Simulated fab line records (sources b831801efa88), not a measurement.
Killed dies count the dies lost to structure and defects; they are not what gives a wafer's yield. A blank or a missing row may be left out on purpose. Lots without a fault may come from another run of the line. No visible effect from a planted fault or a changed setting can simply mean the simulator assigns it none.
fab line records	flow sky130
record: lots: 7	wafers: 18	last-day: 50
route steps=708 shown METAL2@497 VIA2@507 METAL3@532 PAD_OPEN@708
lots that met no fault: taken from a fault-free run of the same line
start-h: the number of hours between the record's first day and the start of the first shown wafer of the lot	wait-h: how many hours have passed since the lot's step before this one	" same as the row above	L1.1+2: a row that stands for several wafers	- value missing, or start not given	* or withheld: withheld	< > ~ a bound
route shown NAME@n: a module of which the file shows steps, and the number in the route of the first	usual: mean and standard deviation over wafers with no fault	same: alike in all rows	chamber/n: place in a boat	sites: each site's reading	_std_site: the values' standard deviation	_edge_site: inner sites' mean taken away from outer sites' mean	radius-mm: how far each site lies from the wafer's centre	mask NAME#n: copy n	behind: the most recent tool/chamber to have shaped the wafer	hold: reason for holding the lot/hours on hold/outcome of the hold	device: which transistor (n, p or np) failed to switch	end of line: at the end of the route, the tests of the same wafers	where a step has no rows: the recipe by itself	killed: at the first sort, the dies lost to defects and structure; wafer yield is something else	map: dies across one wafer; x = killed, . = not, _ = none there
set.NAME: the setting that was run; set.NAME@STEP: the one run at that earlier step	model.NAME: the simulator's own value behind a step, which no gauge read
lots seen at some steps along the route; tables by step, rows by wafer
services: from which hour (start-h, from the record's first day; less than 0 if before it) a tool's chamber was out of use, for how many hours, and why
== steps ==
step: SKY_METAL2_DEVELOP_14
recipe: develop-time-s: 60	resist: KrF-thick	dev-temp-c: 21
step: SKY_METAL2_CD_MEAS_15
recipe: target-cd-nm: 140
usual: cd-nm: 139.6/1.5
lot.wafer	tool	chamber	start-h	wait-h	cd-nm
L838.2	cd-sem-01	-	831.52	-	139.8
L838.3	"	-	"	"	138.8
L838.4	"	-	"	"	139.9
L842.2	cd-sem-02	-	870.45	-	139.0
L842.4	"	-	"	"	141.4
L842.6	"	-	"	"	140.3
L847.5	cd-sem-01	-	904.43	-	136.8
L847.6	"	-	"	"	138.1
L848.5	cd-sem-01	-	908.36	-	139.7
L848.6	"	-	"	"	139.6
L850.3	cd-sem-01	-	924.77	-	141.7
L850.4	"	-	"	"	138.9
L856.2	cd-sem-01	-	967.60	-	137.0
L856.5	"	-	"	"	137.4
L856.6	"	-	"	"	138.3
L859.2	cd-sem-01	-	984.19	-	139.4
L859.3	"	-	"	"	138.1
L859.5	"	-	"	"	137.9
step: SKY_METAL2_OVL_MEAS_16
usual: METAL2_OVL: 3/5.5
lot.wafer	tool	chamber	start-h	wait-h	METAL2_OVL[nm]
L838.2	overlay-01	-	831.62	0.1	-5
L838.3	"	-	"	"	2
L838.4	"	-	"	"	-6
L842.2	overlay-01	-	870.56	0.1	-4
L842.4	"	-	"	"	2
L842.6	"	-	"	"	-2
L847.5	overlay-02	-	904.49	0.0	-8
L847.6	"	-	"	"	0
L848.5	overlay-01	-	908.42	0.0	-1
L848.6	"	-	"	"	-7
L850.3	overlay-01	-	924.86	0.1	2
L850.4	"	-	"	"	-1
L856.2	overlay-02	-	967.71	0.1	5
L856.5	"	-	"	"	14
L856.6	"	-	"	"	8
L859.2	overlay-01	-	984.30	0.1	2
L859.3	"	-	"	"	4
L859.5	"	-	"	"	-1
step: SKY_METAL2_DESCUM_17
recipe: chemistry: O2	source-power-w: 150	bias-power-w: 0	pressure-mtorr: 10	temp-c: 40	time-s: 8
usual: drypump-motor-current-A: 5.8/0.5	he-backside-leak-sccm: 3.38/0.26	oes-product-au: 0.999/0.0073
lot.wafer	tool	chamber	start-h	wait-h	drypump-motor-current-A	he-backside-leak-sccm	oes-product-au	rf-hours-counter-h
L838.2	rie-metal-01	0	831.65	0.0	5.7	3.32	1.000	3
L838.3	"	0	"	"	5.7	3.31	1.011	-
L838.4	"	1	"	"	6.5	3.53	0.994	-
L842.2	rie-metal-01	0	870.59	0.0	5.7	3.34	1.000	5
L842.4	"	1	"	"	6.5	3.39	0.995	-
L842.6	"	1	"	"	6.5	3.38	0.990	-
L847.5	rie-metal-04	0	904.52	0.0	6.2	3.45	0.993	-
L847.6	"	1	"	"	5.3	3.15	0.999	-
L848.5	rie-metal-04	0	908.46	0.0	6.1	3.26	1.002	-
L848.6	"	1	"	"	5.3	3.34	1.005	-
L850.3	rie-metal-04	0	924.90	0.0	6.1	3.66	1.003	-
L850.4	"	1	"	"	5.3	3.13	1.004	-
L856.2	rie-metal-01	0	967.74	0.0	5.7	4.75	1.006	11
L856.5	"	0	"	"	5.7	3.38	1.012	-
L856.6	"	1	"	"	6.5	3.42	0.987	-
L859.2	rie-metal-01	0	984.33	0.0	5.7	3.36	1.002	12
L859.3	"	0	"	"	5.7	3.43	1.005	-
L859.5	"	1	"	"	6.5	3.27	0.992	-
step: SKY_METAL2_ETCH_18
recipe: chemistry: N2/H2	target: BARC	ion-energy-ev: 200	bias-w: 100	pressure-mtorr: 30	n2-flow-sccm: 100	h2-flow-sccm: 200	icp-w: 500	stop-on: SiO2	time-s: 45.9	target-depth-a: 600
usual: drypump-motor-current-A: 5.8/0.5	he-backside-leak-sccm: 3.37/0.26	oes-product-au: 0.856/0.0042	throttle-valve-pct: 13.225/0.0091
lot.wafer	tool	chamber	start-h	wait-h	drypump-motor-current-A	he-backside-leak-sccm	oes-product-au	rf-hours-counter-h	throttle-valve-pct
L838.2	rie-metal-01	0	831.68	0.0	5.7	3.36	0.852	3	13.226
L838.3	"	0	"	"	5.7	3.39	0.855	-	13.237
L838.4	"	1	"	"	6.5	3.40	0.858	-	13.223
L842.2	rie-metal-01	0	870.62	0.0	5.7	3.48	0.849	5	13.221
L842.4	"	1	"	"	6.5	3.31	0.855	-	13.212
L842.6	"	1	"	"	6.5	3.26	0.855	-	13.222
L847.5	rie-metal-04	0	904.58	0.0	6.2	3.39	0.853	-	13.226
L847.6	"	1	"	"	5.3	3.16	0.858	-	13.227
L848.5	rie-metal-04	0	908.51	0.0	6.1	3.50	0.857	-	13.230
L848.6	"	1	"	"	5.3	3.21	0.849	-	13.221
L850.3	rie-metal-04	0	924.94	0.0	6.2	5.68	0.845	-	13.220
L850.4	"	1	"	"	5.3	3.34	0.859	-	13.209
L856.2	rie-metal-01	0	967.77	0.0	5.7	3.40	0.846	11	13.217
L856.5	"	0	"	"	5.7	3.32	0.854	-	13.208
L856.6	"	1	"	"	6.5	3.38	0.856	-	13.213
L859.2	rie-metal-01	0	984.37	0.0	5.7	3.34	0.855	12	13.225
L859.3	"	0	"	"	5.7	3.37	0.855	-	13.217
L859.5	"	1	"	"	6.5	3.20	0.858	-	13.223
step: SKY_METAL2_METAL_ETCH_19
recipe: target-depth-a: 3600	stop-on: SiO2	over-etch-frac: 0.3	time-s: 78	chemistry: Cl2/BCl3	resist-sidewall-deg: 88	pressure-mtorr: 10	icp-w: 900	bias-w: 48.5	Cl2_flow_sccm: 60	bcl3-flow-sccm: 30
step: SKY_METAL2_STRIP_20
recipe: chemistry: O2/N2	power-w: 1400	pressure-mtorr: 1500	platen-temp-c: withheld	o2-flow-sccm: 3000	n2-flow-sccm: 300	overash-fraction: 0.5
usual: drypump-motor-current-A: 5.8/0.58	oes-product-au: 0.343/0.0046	strip-time-to-endpoint-s: 2.71/0.036
lot.wafer	tool	chamber	start-h	wait-h	drypump-motor-current-A	oes-product-au	rf-hours-counter-h	strip-time-to-endpoint-s
L838.2	plasma-asher-04	0	831.84	0.1	5.0	0.347	101	2.66
L838.3	"	1	"	"	5.3	0.343	-	2.67
L838.4	"	0	"	"	5.0	0.341	-	2.70
L842.2	plasma-asher-01	0	870.77	0.1	6.6	0.352	45	2.70
L842.4	"	1	"	"	6.0	0.344	-	2.75
L842.6	"	0	"	"	6.6	0.350	-	2.78
L847.5	plasma-asher-04	0	904.75	0.1	5.0	0.345	-	2.76
L847.6	"	1	"	"	5.3	0.333	-	2.69
L848.5	plasma-asher-01	1	908.69	0.1	6.0	0.338	-	2.70
L848.6	"	0	"	"	6.6	0.340	-	2.66
L850.3	plasma-asher-02	0	925.10	0.1	5.6	0.344	-	2.69
L850.4	"	1	"	"	5.4	0.342	-	2.67
L856.2	plasma-asher-02	1	967.92	0.1	5.4	0.341	23	2.73
L856.5	"	1	"	"	5.4	0.347	-	2.68
L856.6	"	0	"	"	5.6	0.350	-	2.73
L859.2	plasma-asher-01	1	984.57	0.1	6.0	0.338	54	2.68
L859.3	"	1	"	"	6.0	0.345	-	2.66
L859.5	"	1	"	"	6.0	0.341	-	2.72
step: SKY_METAL2_STRIP_21
recipe: chemistry: post-etch-residue-remover	time-s: 1200	temp-c: 72.5
step: SKY_METAL2_CLEAN_22
recipe: chemistry: IPA	time-s: 180	temp-c: 25
step: SKY_METAL2_CLEAN_23
recipe: chemistry: O3/DIW	dry: n2-spin
step: SKY_VIA2_HDPCVD_00
recipe: material: SiO2	target-thk-nm: 1180	sigma-open-frac: 0.3	time-s: 196.7	temp-c: 400	sih4-flow-sccm: 60	pressure-mtorr: 6
step: SKY_VIA2_THK_MEAS_01
recipe: reads: SiO2_of_VIA2_HDPCVD_00
usual: VIA2_HDPCVD_THK: 1181/11
lot.wafer	tool	chamber	start-h	wait-h	VIA2_HDPCVD_THK[nm]
L838.2	film-metro-01	-	832.63	0.1	1165
L838.3	"	-	"	"	1149
L838.4	"	-	"	"	1162
L842.2	film-metro-02	-	871.54	0.1	1180
L842.4	"	-	"	"	1179
L842.6	"	-	"	"	1174
L847.5	film-metro-04	-	905.45	0.0	1198
L847.6	"	-	"	"	1186
L848.5	film-metro-04	-	909.38	0.0	1174
L848.6	"	-	"	"	1173
L850.3	film-metro-02	-	925.82	0.1	1180
L850.4	"	-	"	"	1183
L856.2	film-metro-01	-	968.66	0.1	1174
L856.5	"	-	"	"	1175
L856.6	"	-	"	"	1167
L859.2	film-metro-01	-	985.39	0.1	1175
L859.3	"	-	"	"	1185
L859.5	"	-	"	"	1180
step: SKY_VIA2_CMP_02
recipe: material: SiO2	down-force-psi: 4	platen-rpm: 60	pad-velocity-m-s: 0.94248
usual: head-pressure-psi: 3.999/0.0082	motor-current-A: 12.5/0.96	platen-rpm: 60.00/0.043
lot.wafer	tool	chamber	start-h	wait-h	head-pressure-psi	motor-current-A	platen-rpm	model.SiO2_of_VIA2_HDPCVD_00.thk-nm
L838.2	cmp-02	0	832.73	0.1	4.011	10.9	59.93	495.2
L838.4	"	1	"	"	4.005	11.7	60.02	495.8
L838.3	"	2	"	"	3.990	13.4	60.02	496.2
L842.4	cmp-01	3	871.64	0.1	3.994	11.9	59.99	493.8
L842.2	"	1	"	"	3.993	13.6	60.05	494.3
L842.6	"	2	"	"	3.991	11.9	60.00	495
L847.6	cmp-01	0	905.67	0.2	4.003	13.1	59.98	617.2
L847.5	"	1	"	"	4.004	13.0	59.97	493.6
L848.5	cmp-01	2	909.60	0.2	3.995	11.7	60.04	494.3
L848.6	"	3	"	"	4.009	12.9	59.96	617.3
L850.3	cmp-01	1	926.04	0.2	3.990	13.3	59.99	495.7
L850.4	"	3	"	"	4.003	12.3	60.03	620.3
L856.2	cmp-02	0	968.81	0.1	4.006	11.4	59.95	494.6
L856.6	"	2	"	"	3.985	13.3	59.99	495.7
L856.5	"	3	"	"	3.997	13.1	60.02	495.3
L859.3	cmp-02	1	985.44	0.0	3.988	11.6	59.95	495.2
L859.2	"	2	"	"	4.005	13.9	60.00	495.7
L859.5	"	2	"	"	4.004	14.9	60.00	495.8
step: SKY_VIA2_BOW_MEAS_03
recipe: mode: bow
usual: VIA2_BOW: 86/7.1
lot.wafer	tool	chamber	start-h	wait-h	VIA2_BOW[um]
L838.2	film-metro-02	-	833.00	0.2	94
L838.3	"	-	"	"	90
L838.4	"	-	"	"	87
L842.2	film-metro-02	-	871.91	0.1	84
L842.4	"	-	"	"	88
L842.6	"	-	"	"	80
L847.5	film-metro-04	-	905.85	0.1	79
L847.6	"	-	"	"	95
L848.5	film-metro-04	-	909.78	0.1	91
L848.6	"	-	"	"	88
L850.3	film-metro-01	-	926.33	0.2	74
L850.4	"	-	"	"	90
L856.2	film-metro-02	-	969.03	0.2	89
L856.5	"	-	"	"	90
L856.6	"	-	"	"	92
L859.2	film-metro-04	-	985.76	0.2	84
L859.3	"	-	"	"	83
L859.5	"	-	"	"	75
step: SKY_VIA2_DEHYDRATE_04
recipe: temp-c: 200	time-s: 60
step: SKY_VIA2_HMDS_05
recipe: prime-time-s: 60	prime-temp-c: 120
step: SKY_VIA2_COAT_06
recipe: resist: BARC	temp-c: withheld	time-s: withheld	spin-rpm: 3000	resist-thk-nm: 60
step: SKY_VIA2_COAT_07
recipe: resist: KrF-thick	spin-rpm: 3000	resist-thk-nm: 450
step: SKY_VIA2_SOFTBAKE_08
recipe: temp-c: 100	time-s: 90	resist: KrF-thick
step: SKY_VIA2_EXPOSE_09
recipe: mask-id: VIM2	na: 0.8	source-shape: annular	sigma-inner: 0.55	sigma-outer: 0.85	target-cd-nm: 200	dose-mj: 38
step: SKY_VIA2_PEB_10
recipe: peb-temp-c: withheld	peb-time-s: withheld	resist: KrF-thick
step: SKY_VIA2_DEVELOP_11
recipe: develop-time-s: 60	resist: KrF-thick	dev-temp-c: 21
step: SKY_VIA2_CD_MEAS_12
recipe: target-cd-nm: 200
usual: cd-nm: 200.3/1.4
lot.wafer	tool	chamber	start-h	wait-h	cd-nm
L838.2	cd-sem-01	-	859.34	-	201.0
L838.3	"	-	"	"	200.3
L838.4	"	-	"	"	200.3
L842.2	cd-sem-02	-	898.10	-	201.6
L842.4	"	-	"	"	201.6
L842.6	"	-	"	"	200.7
L847.5	cd-sem-01	-	930.65	-	202.6
L847.6	"	-	"	"	201.2
L848.5	cd-sem-01	-	934.36	-	202.1
L848.6	"	-	"	"	201.9
L850.3	cd-sem-01	-	950.96	-	199.0
L850.4	"	-	"	"	199.5
L856.2	cd-sem-01	-	992.75	-	201.6
L856.5	"	-	"	"	201.3
L856.6	"	-	"	"	201.9
L859.2	cd-sem-02	-	1008.95	-	201.7
L859.3	"	-	"	"	201.4
L859.5	"	-	"	"	200.4
step: SKY_VIA2_OVL_MEAS_13
usual: VIA2_OVL: 3/5.5
lot.wafer	tool	chamber	start-h	wait-h	VIA2_OVL[nm]
L838.2	overlay-02	-	859.44	0.1	-2
L838.3	"	-	"	"	-2
L838.4	"	-	"	"	0
L842.2	overlay-02	-	898.21	0.1	0
L842.4	"	-	"	"	3
L842.6	"	-	"	"	-1
L847.5	overlay-01	-	930.72	0.0	7
L847.6	"	-	"	"	3
L848.5	overlay-01	-	934.42	0.0	12
L848.6	"	-	"	"	0
L850.3	overlay-02	-	951.05	0.1	-1
L850.4	"	-	"	"	4
L856.2	overlay-01	-	992.86	0.1	-3
L856.5	"	-	"	"	7
L856.6	"	-	"	"	4
L859.2	overlay-01	-	1009.06	0.1	-1
L859.3	"	-	"	"	-8
L859.5	"	-	"	"	-4
step: SKY_VIA2_ETCH_14
recipe: chemistry: N2/H2	target: BARC	ion-energy-ev: 200	source-w: 500	bias-w: 100	pressure-mtorr: 30	n2-flow-sccm: 100	h2-flow-sccm: 200	stop-on: SiO2	time-s: 45.9	target-depth-a: 600
usual: drypump-motor-current-A: 5.9/0.52	oes-product-au: 0.854/0.0044	throttle-valve-pct: 13.225/0.01
lot.wafer	tool	chamber	start-h	wait-h	drypump-motor-current-A	oes-product-au	rf-hours-counter-h	throttle-valve-pct
L838.2	rie-diel-01	2	859.47	0.0	6.2	0.857	7	13.229
L838.3	"	3	"	"	6.4	0.853	5	13.232
L838.4	"	2	"	"	6.2	0.856	-	13.229
L842.2	rie-diel-04	1	898.24	0.0	6.7	0.857	1	13.219
L842.4	"	2	"	"	5.5	0.853	2	13.231
L842.6	"	1	"	"	6.7	0.856	-	13.234
L847.5	rie-diel-01	2	930.75	0.0	6.2	0.863	-	13.208
L847.6	"	1	"	"	5.4	0.854	-	13.231
L848.5	rie-diel-03	2	934.46	0.0	6.0	0.858	-	13.235
L848.6	"	3	"	"	5.9	0.853	-	13.234
L850.3	rie-diel-01	3	951.07	0.0	6.4	0.857	7	13.218
L850.4	"	0	"	"	6.3	0.859	2	13.237
L856.2	rie-diel-04	0	992.89	0.0	6.4	0.856	10	13.225
L856.5	"	3	"	"	6.7	0.855	-	13.214
L856.6	"	0	"	"	6.4	0.859	-	13.220
L859.2	rie-diel-03	1	1009.09	0.0	5.7	0.854	19	13.215
L859.3	"	3	"	"	5.9	0.852	8	13.227
L859.5	"	3	"	"	5.9	0.848	-	13.231
step: SKY_VIA2_ETCH_15
recipe: target: SiO2	chemistry: C4F8/O2/Ar	target-depth-nm: 546	stop-on: TiN	mask-material: KrF-thick	source-w: 1500	bias-w: 1200	pressure-mtorr: 40	c4f8-flow-sccm: withheld	O2_flow_sccm: 6	Ar_flow_sccm: 300	time-s: 84
usual: oes-product-au: 0.939/0.0049
lot.wafer	tool	chamber	start-h	wait-h	oes-product-au	rf-hours-counter-h	model.VIA2.feature-depth-nm	model.etch.depth-nm
L838.2	rie-diel-01	2	859.51	0.0	0.938	7	495.2	495.2
L838.3	"	3	"	"	0.934	6	496.2	496.2
L838.4	"	2	"	"	0.944	-	495.8	495.8
L842.2	rie-diel-04	1	898.28	0.0	0.935	1	494.3	494.3
L842.4	"	2	"	"	0.936	2	493.8	493.8
L842.6	"	1	"	"	0.942	-	495	495
L847.5	rie-diel-01	2	930.80	0.0	0.925	-	493.6	493.6
L847.6	"	1	"	"	1.006	-	547.2	547.2
L848.5	rie-diel-03	2	934.51	0.0	0.944	-	494.3	494.3
L848.6	"	3	"	"	0.997	-	541	541
L850.3	rie-diel-01	3	951.11	0.0	0.947	7	495.7	495.7
L850.4	"	0	"	"	0.999	3	551.3	551.3
L856.2	rie-diel-04	0	992.93	0.0	0.939	10	494.6	494.6
L856.5	"	3	"	"	0.946	-	495.3	495.3
L856.6	"	0	"	"	0.941	-	495.7	495.7
L859.2	rie-diel-03	1	1009.13	0.0	0.938	19	495.7	495.7
L859.3	"	3	"	"	0.942	8	495.2	495.2
L859.5	"	3	"	"	0.943	-	495.8	495.8
step: SKY_VIA2_STRIP_16
recipe: chemistry: O2/N2	power-w: 1400	pressure-mtorr: 1500	platen-temp-c: withheld	o2-flow-sccm: 3000	n2-flow-sccm: 300	overash-fraction: 0.5
step: SKY_VIA2_STRIP_17
recipe: chemistry: post-etch-residue-remover	time-s: 1200	temp-c: 72.5
step: SKY_VIA2_CLEAN_18
recipe: chemistry: IPA	time-s: 180	temp-c: 25
step: SKY_VIA2_CLEAN_19
recipe: chemistry: O3/DIW	dry: n2-spin
step: SKY_VIA2_SPUTTER_20
recipe: material: TiN	target-thk-nm: 20	chamber-pressure-pa: 5	power-w: 4000	time-s: 80
usual: throttle-valve-pct: 29.7/0.84
lot.wafer	tool	chamber	start-h	wait-h	throttle-valve-pct
L838.2	pvd-sputter-03	-	860.17	0.0	30.2
L838.3	"	-	"	"	31.3
L838.4	"	-	"	"	30.0
L842.2	pvd-sputter-01	-	898.93	0.0	29.2
L842.4	"	-	"	"	29.2
L842.6	"	-	"	"	31.2
L847.5	pvd-sputter-04	-	931.47	0.0	30.4
L847.6	"	-	"	"	29.3
L848.5	pvd-sputter-03	-	935.18	0.0	28.9
L848.6	"	-	"	"	30.0
L850.3	pvd-sputter-04	-	951.78	0.0	29.1
L850.4	"	-	"	"	29.8
L856.2	pvd-sputter-04	-	993.58	0.0	28.8
L856.5	"	-	"	"	30.3
L856.6	"	-	"	"	29.2
L859.2	pvd-sputter-04	-	1009.78	0.0	30.3
L859.3	"	-	"	"	29.1
L859.5	"	-	"	"	28.8
step: SKY_VIA2_CVD_21
recipe: material: W	target-thk-nm: 420	time-s: 126.4	temp-c: 400	pressure-torr: 40
step: SKY_VIA2_CMP_24
recipe: stop-on: SiO2	t-overpolish-s: 20	down-force-psi: 3.5	platen-rpm: 60	target-thk-nm: 0	pad-velocity-m-s: 0.94248
usual: head-pressure-psi: 3.500/0.0067	motor-current-A: 11.5/0.99	platen-rpm: 60.00/0.041
lot.wafer	tool	chamber	start-h	wait-h	head-pressure-psi	motor-current-A	platen-rpm	model.SiO2_of_VIA2_HDPCVD_00.thk-nm
L838.4	cmp-01	2	860.54	0.0	3.495	10.4	60.00	491.4
L838.3	"	3	"	"	3.495	10.9	60.08	491.8
L838.2	"	0	"	"	3.503	12.2	59.96	490.8
L842.2	cmp-01	2	899.30	0.0	3.517	10.8	60.05	489.9
L842.4	"	3	"	"	3.512	11.3	60.08	489.4
L842.6	"	3	"	"	3.500	11.9	59.98	490.6
L847.5	cmp-02	0	932.01	0.2	3.505	10.2	60.01	489.2
L847.6	"	1	"	"	3.489	10.3	60.01	612.8
L848.5	cmp-02	3	935.72	0.2	3.506	12.1	59.97	489.9
L848.6	"	0	"	"	3.512	10.4	59.97	612.9
L850.4	cmp-01	3	952.15	0.0	3.496	11.5	59.99	615.9
L850.3	"	0	"	"	3.505	12.0	59.93	491.3
L856.2	cmp-01	3	993.96	0.0	3.501	11.4	59.99	490.2
L856.6	"	3	"	"	3.496	10.9	60.00	491.3
L856.5	"	0	"	"	3.489	12.0	59.98	490.9
L859.3	cmp-01	3	1010.16	0.0	3.504	11.7	60.07	490.8
L859.2	"	2	"	"	3.511	10.7	60.06	491.3
L859.5	"	0	"	"	3.511	12.0	60.05	491.4
step: SKY_METAL3_SPUTTER_00
recipe: material: Ti	target-thk-nm: 15	power-w: 3000	time-s: 10	chamber-pressure-pa: 0.4
usual: throttle-valve-pct: 30.0/0.96
lot.wafer	tool	chamber	start-h	wait-h	throttle-valve-pct
L838.2	pvd-sputter-03	-	860.84	0.1	30.3
L838.3	"	-	"	"	30.1
L838.4	"	-	"	"	28.7
L842.2	pvd-sputter-04	-	899.60	0.2	30.2
L842.4	"	-	"	"	29.3
L842.6	"	-	"	"	28.6
L847.5	pvd-sputter-02	-	932.12	0.1	30.7
L848.5	pvd-sputter-04	-	935.83	0.1	30.3
L850.3	pvd-sputter-04	-	952.45	0.2	29.3
L856.2	pvd-sputter-02	-	994.26	0.2	30.3
L856.5	"	-	"	"	31.8
L856.6	"	-	"	"	28.8
L859.2	pvd-sputter-02	-	1010.46	0.1	29.2
L859.3	"	-	"	"	30.3
L859.5	"	-	"	"	29.3
step: SKY_METAL3_SPUTTER_01
recipe: material: TiN	target-thk-nm: 20	power-w: 6500	time-s: 16.7	chamber-pressure-pa: 0.4
usual: throttle-valve-pct: 30.1/1
lot.wafer	tool	chamber	start-h	wait-h	throttle-valve-pct
L838.2	pvd-sputter-03	-	860.86	0.0	30.2
L838.3	"	-	"	"	30.2
L838.4	"	-	"	"	28.9
L842.2	pvd-sputter-04	-	899.63	0.0	30.4
L842.4	"	-	"	"	29.6
L842.6	"	-	"	"	28.8
L847.5	pvd-sputter-02	-	932.15	0.0	30.6
L848.5	pvd-sputter-04	-	935.85	0.0	30.0
L850.3	pvd-sputter-04	-	952.47	0.0	29.0
L856.2	pvd-sputter-02	-	994.28	0.0	30.0
L856.5	"	-	"	"	31.4
L856.6	"	-	"	"	29.0
L859.2	pvd-sputter-02	-	1010.48	0.0	29.1
L859.3	"	-	"	"	30.1
L859.5	"	-	"	"	29.1
step: SKY_PAD_OPEN_PROBE_99
lot.wafer	tool	chamber	start-h	wait-h	model.etest.sonos-baked.open	model.etest.diode-dnwell-sub.under-floor	model.etest.cap-thick-oxide.under-floor	model.etest.pfet_01v8_mvt.under-floor	model.etest.diode-pdiff-nwell-hv.under-floor	model.etest.pfet_01v8.open	model.etest.cap-thick-oxide.open	model.etest.res-li.open
L838.2+3+4	prober-01	-	1083.87	0.1	0	0	0	0	0	0	0	0
L842.2+4+6	prober-02	-	1115.94	0.1	0	0	0	0	0	0	0	0
L847.5	prober-01	-	1140.68	0.2	0	0	0	0	0	0	0	0
L847.6	prober-01	-	1140.73	0.2	1	1	1	1	1	1	1	1
L848.5	prober-02	-	1143.19	0.2	0	0	0	0	0	0	0	0
L848.6	prober-02	-	1143.24	0.2	1	1	1	1	1	1	1	1
L850.3	prober-02	-	1155.02	0.2	0	0	0	0	0	0	0	0
L850.4	prober-02	-	1155.07	0.2	1	1	1	1	1	1	1	1
L856.2+5+6	prober-02	-	1186.79	0.1	0	0	0	0	0	0	0	0
L859.2+3+5	prober-01	-	1197.10	0.1	0	0	0	0	0	0	0	0
killed by level:class
L838.2 CONTACT:geometric-particle:open=14 VIA1:geometric-particle:open=8 CONTACT:geometric-particle:short=7 LI_CONTACT:geometric-particle:open=6 VIA3:geometric-particle:open=5 POLY_GATE:geometric-particle:open=4 POLY_GATE:geometric-particle:short=4 METAL1:geometric-particle:short=4
L838.3 VIA1:geometric-particle:open=17 CONTACT:geometric-particle:short=8 VIA3:geometric-particle:open=6 FIELD_ISO:geometric-particle:open=5 LOCAL_INTERCONNECT:geometric-particle:short=5 CONTACT:geometric-particle:open=5 VIA1:geometric-particle:short=5 METAL2:geometric-particle:short=5
L838.4 FIELD_ISO:geometric-particle:open=10 CONTACT:geometric-particle:open=10 VIA2:geometric-particle:open=8 FIELD_ISO:geometric-particle:short=7 LI_CONTACT:geometric-particle:open=7 CONTACT:geometric-particle:short=6 POLY_GATE:geometric-particle:open=5 LOCAL_INTERCONNECT:geometric-particle:short=5
L842.2 VIA1:geometric-particle:open=12 CONTACT:geometric-particle:short=8 VIA2:geometric-particle:open=7 CONTACT:geometric-particle:open=5 LI_CONTACT:geometric-particle:open=4 METAL2:geometric-particle:short=4 METAL3:geometric-particle:short=4 FIELD_ISO:geometric-particle:open=3
L842.4 CONTACT:geometric-particle:open=13 VIA1:geometric-particle:short=9 VIA1:geometric-particle:open=7 CONTACT:geometric-particle:short=6 LOCAL_INTERCONNECT:geometric-particle:short=5 VIA2:geometric-particle:open=5 FIELD_ISO:geometric-particle:short=4 LI_CONTACT:geometric-particle:short=4
L842.6 LI_CONTACT:geometric-particle:open=12 CONTACT:geometric-particle:open=9 METAL1:geometric-particle:short=9 FIELD_ISO:geometric-particle:short=8 VIA1:geometric-particle:open=8 VIA2:geometric-particle:open=6 LOCAL_INTERCONNECT:geometric-particle:short=5 CONTACT:geometric-particle:short=5
L856.2 CONTACT:geometric-particle:open=9 METAL2:geometric-particle:short=7 CONTACT:geometric-particle:short=6 VIA3:geometric-particle:open=6 METAL1:geometric-particle:short=6 FIELD_ISO:geometric-particle:short=5 VIA1:geometric-particle:short=5 VIA1:geometric-particle:open=5
L856.5 LI_CONTACT:geometric-particle:open=10 VIA1:geometric-particle:open=10 VIA3:geometric-particle:open=7 CONTACT:geometric-particle:open=7 CONTACT:geometric-particle:short=7 LOCAL_INTERCONNECT:geometric-particle:short=6 VIA1:geometric-particle:short=6 POLY_GATE:geometric-particle:short=5
L856.6 CONTACT:geometric-particle:open=16 VIA1:geometric-particle:open=9 VIA2:geometric-particle:open=6 LI_CONTACT:geometric-particle:open=5 CONTACT:geometric-particle:short=4 METAL3:geometric-particle:short=4 VIA2:geometric-particle:short=4 FIELD_ISO:geometric-particle:open=3
L859.2 VIA1:geometric-particle:open=15 CONTACT:geometric-particle:open=9 VIA2:geometric-particle:open=9 LI_CONTACT:geometric-particle:open=8 VIA1:geometric-particle:short=5 POLY_GATE:geometric-particle:open=4 POLY_GATE:geometric-particle:short=4 CONTACT:geometric-particle:short=4
L859.3 CONTACT:geometric-particle:open=6 VIA1:geometric-particle:open=6 VIA3:geometric-particle:open=6 VIA2:geometric-particle:open=5 METAL1:geometric-particle:short=5 VIA1:geometric-particle:short=5 FIELD_ISO:geometric-particle:open=4 SPACER:geometric-particle:short=4
L859.5 CONTACT:geometric-particle:open=14 VIA1:geometric-particle:open=9 VIA2:geometric-particle:open=7 VIA3:geometric-particle:open=6 FIELD_ISO:geometric-particle:short=5 VIA2:geometric-particle:short=5 LI_CONTACT:geometric-particle:short=4 LI_CONTACT:geometric-particle:open=4
== services ==
tool	chamber	start-h	hours	kind
pvd-sputter-02	-	809.17	0.7	repair
cmp-02	-	824.61	0.4	repair
cmp-02	-	826.13	1.7	repair
rie-diel-01	0	838.88	2.8	repair
cmp-01	-	840.58	1.3	repair
cmp-01	-	840.75	2.0	repair
rie-diel-04	3	854.77	7.2	repair
cmp-02	-	858.63	2.8	repair
cmp-02	-	879.40	0.7	repair
pvd-sputter-02	-	880.44	0.7	repair
cmp-02	-	885.99	1.0	repair
rie-diel-01	3	898.44	33.1	repair
rie-diel-04	-	905.35	0.6	repair
cmp-02	-	912.29	4.0	pm
rie-diel-01	2	936.08	7.8	repair
rie-diel-04	-	936.89	0.9	repair
cmp-01	-	938.14	0.5	repair
cmp-02	-	957.93	1.7	repair
cmp-02	-	958.45	1.7	repair
rie-diel-01	2	966.85	1.8	repair
cmp-01	-	972.55	0.3	repair
cmp-02	-	982.22	1.4	repair
cmp-01	-	982.47	0.2	repair
cmp-02	-	985.74	4.4	pm
== key ==
first-sign: step: SKY_VIA2_ETCH_15	reading: oes-product-au	direction: up	sigmas: 13	usual: 0.939	struck: 1.001
effect: step: SKY_METAL3_SPUTTER_00	reading: visit	direction: missing
effect: step: SKY_METAL3_SPUTTER_01	reading: visit	direction: missing
model-effect: step: SKY_VIA2_CMP_02	value: SiO2_of_VIA2_HDPCVD_00.thk-nm	without: 494.5	struck: 618.3
model-effect: step: SKY_VIA2_ETCH_15	value: VIA2.feature-depth-nm	without: 494.5	struck: 546.5
model-effect: step: SKY_VIA2_CMP_24	value: SiO2_of_VIA2_HDPCVD_00.thk-nm	without: 490.1	struck: 613.9
model-effect: step: SKY_PAD_OPEN_PROBE_99	value: etest.sonos-baked.open	without: 0	struck: 1
met-at SKY_VIA2_CMP_02
struck-wafers L847.6,L848.6,L850.4
later-rows-left-out L847.6,L848.6,L850.4
sort-left-out L847.6,L848.6,L850.4
onset-between 871.64 905.67
fault: kind: process-parameter-drift	tool: cmp-01	chamber: -	onset-h: 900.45	steps: SKY_VIA2_CMP_02	channel: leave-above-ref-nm	offset: 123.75	shape: step	end-h: 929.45	scope: struck-wafers-only	acts-in: these-recipes-only	stated: 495
sort-left-out: the simulated sort isn't trusted on such a fault, so these wafers' sort isn't shown, and their yield isn't known
later-rows-left-out: the simulator's readings of these wafers behind a module that went badly wrong aren't trusted and aren't shown, but for the sort
